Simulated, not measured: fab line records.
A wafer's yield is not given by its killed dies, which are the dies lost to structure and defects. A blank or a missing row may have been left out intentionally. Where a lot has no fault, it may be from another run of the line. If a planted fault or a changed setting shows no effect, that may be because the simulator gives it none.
fab line records | flow sky130
[record] lots = 5 | wafers = 15 | lastDay = 50
route steps=708 shown POLY_GATE@222 LDD_N@237 LDD_P@255 PAD_OPEN@708
lots with no fault: from the same line, run without faults
startH: the number of hours between the record's first day and the start of the first shown wafer of the lot | waitH: time in hours since the lot's previous step | " identical to the entry in the row above | L1.1+2: several wafers, shown together as one row | - no value, or no start was given | * or withheld: withheld | < > ~ a bound
route shown NAME@n: names a module that has steps shown in the file, with the first one's number in the route | usual: mean and standard deviation over wafers with no fault | same: alike in all rows | chamber/n: place in a boat | sites: each site's reading | _std_site: standard deviation across them | _edge_site: mean of outer sites minus mean of inner sites | radiusMm: for every site, how far away it sits from the centre of the wafer | mask NAME#n: copy n | behind: the most recent tool/chamber to have shaped the wafer | hold: reason for holding the lot/hours on hold/outcome of the hold | device: the transistor (n, p or np) that didn't switch | end of line: tests of these same wafers at the route's end | a step given without rows: its recipe and nothing more | killed: at the first sort, the dies lost to defects and structure; wafer yield is something else | map: dies across one wafer; x = killed, . = not, _ = none there
set.NAME: setting as actually run; set.NAME@STEP: the setting as run at that earlier step | model.NAME: the simulator's own value behind a step, which no gauge read
lots at some steps of the route; a table a step, a row a wafer
services: when a tool's chamber went out of use (startH, in hours from the record's first day, below 0 if earlier), for how many hours, and the reason
[[steps]]
[step SKY_POLY_GATE_COAT_08]
[recipe] resist = KrF-thick | spinRpm = 3000 | resistThkNm = 450
[step SKY_POLY_GATE_SOFTBAKE_09]
[recipe] tempC = 100 | timeS = 90 | resist = KrF-thick
[step SKY_POLY_GATE_EXPOSE_10]
[recipe] maskId = P1M | na = 0.68 | sourceShape = conventional | sigmaOuter = 0.6 | targetCdNm = 150 | doseMj = 28
[step SKY_POLY_GATE_PEB_11]
[recipe] pebTempC = withheld | pebTimeS = withheld | resist = KrF-thick
[step SKY_POLY_GATE_DEVELOP_12]
[recipe] developTimeS = 60 | resist = KrF-thick | devTempC = 21
[step SKY_POLY_GATE_ETCH_15]
[recipe] chemistry = N2/H2 | target = BARC | ionEnergyEv = 200 | sourceW = 514.7 | biasW = 100 | pressureMtorr = 30 | n2FlowSccm = 100 | h2FlowSccm = 200 | stopOn = SiO2 | timeS = 118.5 | targetDepthA = 1100
[step SKY_POLY_GATE_ETCH_16]
[recipe] stopOn = poly-Si | chemistry = CH3F/O2 | target = Si3N4 | sourceW = 400 | biasW = 80 | pressureMtorr = 25 | ch3fFlowSccm = 40 | O2_flow_sccm = 30 | timeS = 147.5 | targetDepthA = 750
[step SKY_POLY_GATE_ETCH_17]
[recipe] targetDepthNm = 180 | stopOn = SiO2 | overEtchFrac = 0.56667 | chemistry = HBr/Cl2 | target = poly-Si | icpW = 400 | biasW = 100 | pressureMtorr = 10 | HBr_flow_sccm = 150 | Cl2_flow_sccm = 50 | timeS = 70.5
[step SKY_POLY_GATE_STRIP_18]
[recipe] chemistry = O2/N2 | powerW = 1400 | pressureMtorr = 1500 | platenTempC = withheld | o2FlowSccm = 3000 | n2FlowSccm = 300 | overashFraction = 0.5
[step SKY_POLY_GATE_CLEAN_19]
[recipe] chemistry = SC1/SC2 | mix = 1:4:20 | tempC = 70 | timeS = 150 | dry = n2Spin
[step SKY_POLY_GATE_OXIDATION_20]
[recipe] tempC = 850 | ambient = O2 | stabiliseS = 600 | purgeS = 300 | targetThkA = 40 | oxTimeS = 899
lot.wafer  | tool       | chamber | startH | waitH
L603.1+3+6 | furnace-02 | 0       | 401.48 | 1.2
L610.2+4+5 | furnace-01 | 0       | 442.82 | 1.1
L618.3+4+5 | furnace-01 | 0       | 508.28 | 0.0
L619.1+4+6 | furnace-01 | 0       | 518.60 | 0.0
L621.1+3+4 | furnace-01 | 0       | 537.66 | 0.0
[step SKY_LDD_N_DEHYDRATE_00]
[recipe] tempC = 200 | timeS = 60
[step SKY_LDD_N_HMDS_01]
[recipe] primeTimeS = 60 | primeTempC = 120
[step SKY_LDD_N_COAT_02]
[recipe] resist = NOVOLAK | spinRpm = 3000 | resistThkNm = 300
[step SKY_LDD_N_SOFTBAKE_03]
[recipe] tempC = 90 | timeS = 60 | resist = NOVOLAK
[step SKY_LDD_N_EXPOSE_04]
[recipe] maskId = NTM | targetCdNm = 840 | na = 0.6 | sourceShape = conventional | sigmaOuter = 0.6 | doseMj = 110
[step SKY_LDD_N_PEB_05]
[recipe] tempC = withheld | timeS = * | resist = NOVOLAK
[step SKY_LDD_N_DEVELOP_06]
[recipe] developTimeS = 60 | devTempC = 23
[step SKY_LDD_N_IMPLANT_08]
[recipe] species = As | energyKev = 19.67 | doseCm2 = 7.5e+13 | tiltDeg = withheld | rotationDeg = 23
[step SKY_LDD_N_IMPLANT_09]
[recipe] species = As | energyKev = 20 | doseCm2 = 7.5e+13 | tiltDeg = withheld | rotationDeg = 113
[step SKY_LDD_N_IMPLANT_10]
[recipe] species = As | energyKev = 20 | doseCm2 = 7.5e+13 | tiltDeg = withheld | rotationDeg = 203
[step SKY_LDD_N_IMPLANT_11]
[recipe] species = As | energyKev = 20 | doseCm2 = 7.5e+13 | tiltDeg = withheld | rotationDeg = 293
[step SKY_LDD_N_IMPLANT_12]
[recipe] species = BF2 | energyKev = 50 | doseCm2 = 5e+12 | tiltDeg = 30 | rotationDeg = 0
[step SKY_LDD_N_IMPLANT_13]
[recipe] species = BF2 | energyKev = 50 | doseCm2 = 5e+12 | tiltDeg = 30 | rotationDeg = 90
[step SKY_LDD_N_IMPLANT_14]
[recipe] species = BF2 | energyKev = 50 | doseCm2 = 5e+12 | tiltDeg = 30 | rotationDeg = 180
[step SKY_LDD_N_IMPLANT_15]
[recipe] species = BF2 | energyKev = 50 | doseCm2 = 5e+12 | tiltDeg = 30 | rotationDeg = 270
[step SKY_LDD_N_STRIP_16]
[recipe] chemistry = O2/N2 | powerW = 1400 | pressureMtorr = 1500 | platenTempC = withheld | o2FlowSccm = 3000 | n2FlowSccm = 300 | overashFraction = 0.5
[step SKY_LDD_P_DEHYDRATE_00]
[recipe] tempC = 200 | timeS = 60
[step SKY_LDD_P_HMDS_01]
[recipe] primeTimeS = 60 | primeTempC = 120
[step SKY_LDD_P_COAT_02]
[recipe] resist = NOVOLAK | spinRpm = 3000 | resistThkNm = 1140
[step SKY_LDD_P_SOFTBAKE_03]
[recipe] tempC = 90 | timeS = 60 | resist = NOVOLAK
[step SKY_LDD_P_EXPOSE_04]
[recipe] maskId = PSDM | na = 0.6 | sourceShape = conventional | sigmaOuter = 0.6 | polarization = unpolarized | targetCdNm = 380 | doseMj = 138
[step SKY_LDD_P_PEB_05]
[recipe] tempC = withheld | timeS = * | resist = NOVOLAK
[step SKY_LDD_P_DEVELOP_06]
[recipe] resist = NOVOLAK | developer = TMAH | developTimeS = 60 | devTempC = 23
[step SKY_PAD_OPEN_PROBE_99]
[usual] killed_at_M0_to_M3 = 44/6.6 | killed_at_M4_up = 3.0/1.9 | killedAtContacts = 24/5.1 | killedAtFrontEnd = 16/4.6 | killedAtOther = 0.3/0.59 | killedDies = 88/9.5 | killedOnRim = 17/3.7 | killedOpen = 48/6.7 | killedShort = 40/6.1
[same] grossDies = 492 | killedAtBackSide = 0
lot.wafer | tool      | chamber | startH  | waitH | killed_at_M0_to_M3 | killed_at_M4_up | killedAtContacts | killedAtFrontEnd | killedAtOther | killedDies | killedOnRim | killedOpen | killedShort | model.etest.diodeNwellSub.leakLog10ACm2 | model.etest.diodeDnwellSub.leakLog10ACm2 | model.etest.diodePwellDnwell.leakLog10ACm2 | model.etest.diodeNdiffPwellHv.leakLog10ACm2 | model.etest.diodePdiffNwellHv.leakLog10ACm2 | model.etest.diodeNdiffPwell.leakLog10ACm2 | model.etest.diodePdiffNwell.leakLog10ACm2 | model.etest.nfet_16v.offLog10AUm
L603.1    | prober-01 | -       | 1099.56 | 0.1   | 42                 | 2               | 23               | 18               | 0             | 85         | 16          | 51         | 34          | -7.626                                  | -7.176                                   | -7.568                                     | -6.668                                      | -6.896                                      | -7.171                                    | -6.875                                    | -13.79
L603.3    | prober-01 | -       | 1099.66 | 0.2   | 41                 | 8               | 25               | 14               | 1             | 89         | 19          | 48         | 40          | -7.21                                   | -7.403                                   | -7.608                                     | -6.92                                       | -6.512                                      | -7.24                                     | -7.523                                    | -13.88
L603.6    | prober-01 | -       | 1099.81 | 0.2   | 51                 | 2               | 26               | 8                | 0             | 87         | 20          | 47         | 40          | -7.222                                  | -7.329                                   | -7.747                                     | -6.672                                      | -6.603                                      | -7.145                                    | -7.159                                    | -13.75
L610.2    | prober-01 | -       | 1134.15 | 0.1   | 48                 | 2               | 23               | 12               | 0             | 85         | 15          | 45         | 40          | -7.405                                  | -7.226                                   | -7.349                                     | -6.73                                       | -6.638                                      | -7.239                                    | -7.149                                    | -13.83
L610.4    | prober-01 | -       | 1134.25 | 0.2   | 43                 | 1               | 21               | 15               | 0             | 80         | 16          | 47         | 33          | -7.141                                  | -7.393                                   | -7.693                                     | -6.589                                      | -6.679                                      | -7.404                                    | -6.962                                    | -13.81
L610.5    | prober-01 | -       | 1134.30 | 0.2   | 50                 | 2               | 21               | 18               | 1             | 92         | 25          | 54         | 38          | -7.211                                  | -7.113                                   | -7.647                                     | -6.907                                      | -6.215                                      | -7.359                                    | -7.206                                    | -13.71
L618.3    | prober-01 | -       | 1171.32 | 0.2   | 52                 | 1               | 34               | 22               | 1             | 110        | 15          | 65         | 45          | -6.125                                  | -6.053                                   | -6.418                                     | -5.844                                      | -6.015                                      | -6.646                                    | -6.464                                    | -13.31
L618.4    | prober-01 | -       | 1171.37 | 0.2   | 53                 | 2               | 34               | 14               | 1             | 104        | 23          | 59         | 44          | -6.138                                  | -6.11                                    | -6.439                                     | -5.886                                      | -5.998                                      | -6.789                                    | -6.255                                    | -13.32
L618.5    | prober-01 | -       | 1171.42 | 0.2   | 47                 | 8               | 34               | 17               | 0             | 106        | 20          | 58         | 48          | -5.842                                  | -5.839                                   | -6.495                                     | -5.875                                      | -6.09                                       | -6.566                                    | -6.393                                    | -13.3
L619.1    | prober-01 | -       | 1175.52 | 0.1   | 54                 | 6               | 21               | 18               | 0             | 99         | 21          | 49         | 50          | -5.887                                  | -6.012                                   | -6.081                                     | -6.28                                       | -5.768                                      | -6.635                                    | -6.525                                    | -13.23
L619.4    | prober-01 | -       | 1175.67 | 0.2   | 39                 | 2               | 19               | 20               | 0             | 80         | 20          | 45         | 35          | -6.083                                  | -5.921                                   | -6.532                                     | -5.936                                      | -6.08                                       | -6.521                                    | -6.473                                    | -13.36
L619.6    | prober-01 | -       | 1175.77 | 0.2   | 42                 | 5               | 23               | 13               | 0             | 83         | 24          | 40         | 42          | -5.874                                  | -5.944                                   | -6.48                                      | -6.11                                       | -5.924                                      | -6.671                                    | -6.549                                    | -13.36
L621.1    | prober-02 | -       | 1188.43 | 0.1   | 50                 | 2               | 35               | 13               | 0             | 100        | 13          | 57         | 42          | -6.025                                  | -6.106                                   | -6.364                                     | -6.354                                      | -6.024                                      | -6.434                                    | -6.583                                    | -13.36
L621.3    | prober-02 | -       | 1188.53 | 0.2   | 57                 | 2               | 11               | 17               | 0             | 87         | 22          | 51         | 35          | -6.184                                  | -5.961                                   | -6.463                                     | -5.8                                        | -5.869                                      | -6.382                                    | -6.671                                    | -13.17
L621.4    | prober-02 | -       | 1188.58 | 0.2   | 38                 | 3               | 21               | 15               | 1             | 78         | 18          | 45         | 32          | -6.03                                   | -5.885                                   | -6.138                                     | -5.917                                      | -5.819                                      | -6.569                                    | -6.976                                    | -13.14
// killed by level:class
L603.1 VIA1:geometricParticle:open=14 CONTACT:geometricParticle:open=8 CONTACT:geometricParticle:short=7 METAL2:geometricParticle:short=7 POLY_GATE:geometricParticle:open=6 VIA3:geometricParticle:open=5 VIA2:geometricParticle:open=5 FIELD_ISO:geometricParticle:open=4
L603.3 VIA1:geometricParticle:open=12 CONTACT:geometricParticle:open=8 VIA2:geometricParticle:short=5 LI_CONTACT:geometricParticle:open=5 LOCAL_INTERCONNECT:geometricParticle:short=5 VIA2:geometricParticle:open=5 LI_CONTACT:geometricParticle:short=4 METAL4:geometricParticle:short=4
L603.6 CONTACT:geometricParticle:open=9 VIA1:geometricParticle:open=8 VIA3:geometricParticle:open=8 VIA2:geometricParticle:open=7 LI_CONTACT:geometricParticle:open=6 CONTACT:geometricParticle:short=6 METAL2:geometricParticle:short=5 VIA2:geometricParticle:short=5
L610.2 VIA1:geometricParticle:open=20 LI_CONTACT:geometricParticle:open=8 VIA3:geometricParticle:short=6 POLY_GATE:geometricParticle:short=5 LOCAL_INTERCONNECT:geometricParticle:short=5 CONTACT:geometricParticle:short=4 CONTACT:geometricParticle:open=4 VIA1:geometricParticle:short=4
L610.4 VIA1:geometricParticle:open=17 CONTACT:geometricParticle:open=12 POLY_GATE:geometricParticle:short=5 VIA3:geometricParticle:short=5 POLY_GATE:geometricParticle:open=4 LI_CONTACT:geometricParticle:open=4 VIA1:geometricParticle:short=4 METAL3:geometricParticle:short=4
L610.5 VIA1:geometricParticle:open=10 VIA2:geometricParticle:open=8 VIA3:geometricParticle:open=7 POLY_GATE:geometricParticle:open=6 CONTACT:geometricParticle:open=6 FIELD_ISO:geometricParticle:open=5 VIA3:geometricParticle:short=5 CONTACT:geometricParticle:short=5
L618.3 CONTACT:geometricParticle:open=16 VIA1:geometricParticle:open=13 LI_CONTACT:geometricParticle:open=9 VIA2:geometricParticle:open=9 POLY_GATE:geometricParticle:short=7 METAL1:geometricParticle:short=7 FIELD_ISO:geometricParticle:short=5 VIA3:geometricParticle:open=5
L618.4 CONTACT:geometricParticle:open=15 VIA1:geometricParticle:open=13 VIA2:geometricParticle:open=12 LI_CONTACT:geometricParticle:open=8 VIA1:geometricParticle:short=7 VIA3:geometricParticle:short=6 METAL1:geometricParticle:short=5 METAL2:geometricParticle:short=5
L618.5 LI_CONTACT:geometricParticle:open=20 VIA1:geometricParticle:open=15 POLY_GATE:geometricParticle:short=9 METAL4:geometricParticle:short=8 CONTACT:geometricParticle:open=7 METAL1:geometricParticle:short=6 VIA2:geometricParticle:open=6 VIA1:geometricParticle:short=5
L619.1 CONTACT:geometricParticle:open=12 FIELD_ISO:geometricParticle:short=9 VIA1:geometricParticle:open=9 VIA3:geometricParticle:open=9 VIA1:geometricParticle:short=7 METAL2:geometricParticle:short=7 VIA2:geometricParticle:short=7 VIA2:geometricParticle:open=5
L619.4 VIA1:geometricParticle:open=11 FIELD_ISO:geometricParticle:open=9 CONTACT:geometricParticle:open=8 LI_CONTACT:geometricParticle:open=6 VIA3:geometricParticle:open=6 FIELD_ISO:geometricParticle:short=5 CONTACT:geometricParticle:short=4 METAL1:geometricParticle:short=4
L619.6 VIA1:geometricParticle:open=13 CONTACT:geometricParticle:open=11 METAL1:geometricParticle:short=9 VIA3:geometricParticle:short=6 POLY_GATE:geometricParticle:short=4 METAL2:geometricParticle:short=4 CONTACT:geometricParticle:short=4 VIA2:geometricParticle:open=4
L621.1 VIA1:geometricParticle:open=14 CONTACT:geometricParticle:open=13 LI_CONTACT:geometricParticle:open=8 VIA1:geometricParticle:short=8 VIA2:geometricParticle:open=6 FIELD_ISO:geometricParticle:open=5 CONTACT:geometricParticle:short=5 VIA3:geometricParticle:open=4
L621.3 VIA1:geometricParticle:open=16 VIA2:geometricParticle:open=13 VIA3:geometricParticle:open=7 POLY_GATE:geometricParticle:short=5 CONTACT:geometricParticle:short=4 METAL3:geometricParticle:short=4 VIA3:geometricParticle:short=4 FIELD_ISO:geometricParticle:open=3
L621.4 VIA1:geometricParticle:open=9 CONTACT:geometricParticle:open=8 VIA2:geometricParticle:open=8 METAL3:geometricParticle:short=8 LI_CONTACT:geometricParticle:open=6 LOCAL_INTERCONNECT:geometricParticle:short=4 FIELD_ISO:geometricParticle:open=3 VIA2:geometricParticle:short=3
[[services]]
tool       | chamber | startH | hours | kind
furnace-02 | -       | 391.32 | 3.0   | pm
furnace-01 | -       | 475.39 | 4.5   | pm
furnace-01 | -       | 523.36 | 6.0   | repair
[[key]]
firstSign none at tools or gauges
[modelEffect] step = SKY_PAD_OPEN_PROBE_99 | value = etest.diodeNwellSub.leakLog10ACm2 | without = -7.322 | struck = -6.021
metAt SKY_POLY_GATE_OXIDATION_20
struckWafers L618.3,L618.4,L618.5,L619.1,L619.4,L619.6,L621.1,L621.3,L621.4
testerLeftOut L618,L619,L621
onsetBetween 442.82 508.28
alsoFits time
[fault] kind = metallicContaminationSource | tool = furnace-01 | chamber = - | onsetH = 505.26 | steps = SKY_POLY_GATE_OXIDATION_20 | rateCm2PerVisit = 9.274e+11 | species = metalFeCm2
// testerLeftOut: of these lots the tester's yield and bins aren't shown, on N5 and GAA mostly nor the transistor test; their killed dies are dies lost to structure and defects alone, not to doping, threshold or leakage, so they don't give the yield
